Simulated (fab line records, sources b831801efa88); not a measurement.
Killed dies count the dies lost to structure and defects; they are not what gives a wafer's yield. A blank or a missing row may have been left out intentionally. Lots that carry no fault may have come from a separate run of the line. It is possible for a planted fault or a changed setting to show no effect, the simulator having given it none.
A lot that was struck, set against a sound lot ; flow sky130 ; 23 out of 708 route steps
Sound: wafers L360.2, L360.3, L360.4. Struck: wafers L374.2, L374.5, L374.6. Last of all comes the cause.
For every step that has rows: the tool of each side, followed by ch and its chambers, followed by its first start. Under that, the readings that differ: sound wafers ; struck wafers ; difference of the means ; sigmas: that difference in standard deviations of wafers without a fault.
alike: words and numbers the same on both sides, and readings whose means are apart by under 2 such deviations; not compared: readings that were withheld, readings missing a value for some wafer, numbers with overlapping values and no deviation given by the record, and bounds like >300 which may hide the same value.
A row with sigmas, a row that says differs or no value, or rows on one side alone: a step with any of these is where the two part. When numbers do not overlap yet have no deviation, they are printed without sigmas and do not part them. Lack of a reading on every wafer of one side parts them only where that side has two or more wafers.

first, 8 steps without rows for these wafers: SKY_LDD_N_IMPLANT_08; SKY_LDD_N_IMPLANT_09; SKY_LDD_N_IMPLANT_10; SKY_LDD_N_IMPLANT_11; SKY_LDD_N_IMPLANT_12; SKY_LDD_N_IMPLANT_13; SKY_LDD_N_IMPLANT_14; SKY_LDD_N_IMPLANT_15.
SKY_LDD_N_STRIP_16: strips in O2/N2.
  sound on plasmaAsher-04 ch 0,1, day 18 22:23; struck on plasmaAsher-04 ch 0,1, day 23 18:36
  alike: drypumpMotorCurrentA, oesProductAu, stripTimeToEndpointS
  not compared: rfHoursCounterH
SKY_LDD_N_TW_MEAS_17:
  sound on filmMetro-03 at day 18 22:30; struck on filmMetro-01 at day 23 18:43
  alike: LDD_N_TW
then, 2 steps without rows for these wafers: SKY_LDD_P_DEHYDRATE_00 (time 60 s); SKY_LDD_P_HMDS_01 (prime time 60 s).
SKY_LDD_P_COAT_02: resist thk 1140 nm.
  sound on lithoTrack-04 ch 0, day 19 13:50; struck on lithoTrack-03 ch 0, day 24 08:53
reading;sound;struck;difference;sigmas
spinSpeedRpm (rpm);3003.0 3001.7 3001.1;3147.0 3146.4 3148.3;+145.3;+69
model.NOVOLAK_of_LDD_P_COAT_02.thkNm (nm);1132 1132 1132;1114 1116 1116;-17;
  alike: chillPlateTempC, exhaustPa, resistLineTempC
then, 3 steps without rows for these wafers: SKY_LDD_P_SOFTBAKE_03 (time 60 s); SKY_LDD_P_EXPOSE_04 (exposes mask PSDM, target cd 380 nm); SKY_LDD_P_PEB_05.
SKY_LDD_P_DEVELOP_06: develop time 59.08 s.
  sound on lithoTrack-01 ch 0, day 20 05:20; struck on lithoTrack-01 ch 0, day 24 23:23
reading;sound;struck;difference;sigmas
model.NOVOLAK_of_LDD_P_COAT_02.thkNm (nm);1132 1132 1131;1114 1116 1115;-17;
  alike: chillPlateTempC, exhaustPa, resistLineTempC
SKY_LDD_P_CD_MEAS_07 targets a cd of 380 nm.
  sound on cdSem-02 at day 20 05:29; struck on cdSem-02 at day 24 23:32
  alike: cdNm
SKY_LDD_P_OVL_MEAS_08:
  sound on overlay-01 at day 20 05:35; struck on overlay-01 at day 24 23:38
reading;sound;struck;difference;sigmas
LDD_P_OVL (nm);-0.3 -0.3 0.3;3.2 2.6 1.8;+2.6;+2
next, for these wafers, 1 step has no rows: SKY_LDD_P_IMPLANT_09.
SKY_LDD_P_STRIP_10: strips in O2/N2.
  sound on plasmaAsher-02 ch 0,1, day 20 05:46; struck on plasmaAsher-04 ch 0,1, day 24 23:49
reading;sound;struck;difference;sigmas
drypumpMotorCurrentA (A);4.9 5.7 4.9;6.5 6.4 6.0;+1.1;+3
stripTimeToEndpointS (s);14.07 14.08 14.08;13.88 13.89 13.89;-0.19;-5
  alike: oesProductAu
  not compared: rfHoursCounterH
SKY_LDD_P_TW_MEAS_11:
  sound on filmMetro-04 at day 20 05:58; struck on filmMetro-04 at day 24 23:55
  alike: LDD_P_TW
-- the record jumps here: 25 days lie between the struck wafers' starts before and after (it left off in module LDD_P and takes up again in module PAD_OPEN, whose first step shown is number 708 of the route) --
SKY_PAD_OPEN_PROBE_99:
  the record has rows for the struck wafers here (prober-02, day 49 14:25) and none for the sound ones

== WHERE THEY PART ==
Last at SKY_PAD_OPEN_PROBE_99 as far as this record goes, first at SKY_LDD_P_COAT_02.

WHY: what the simulator had put in
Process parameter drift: lithoTrack-03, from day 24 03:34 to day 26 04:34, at SKY_LDD_P_COAT_02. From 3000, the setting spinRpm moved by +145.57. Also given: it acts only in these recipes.
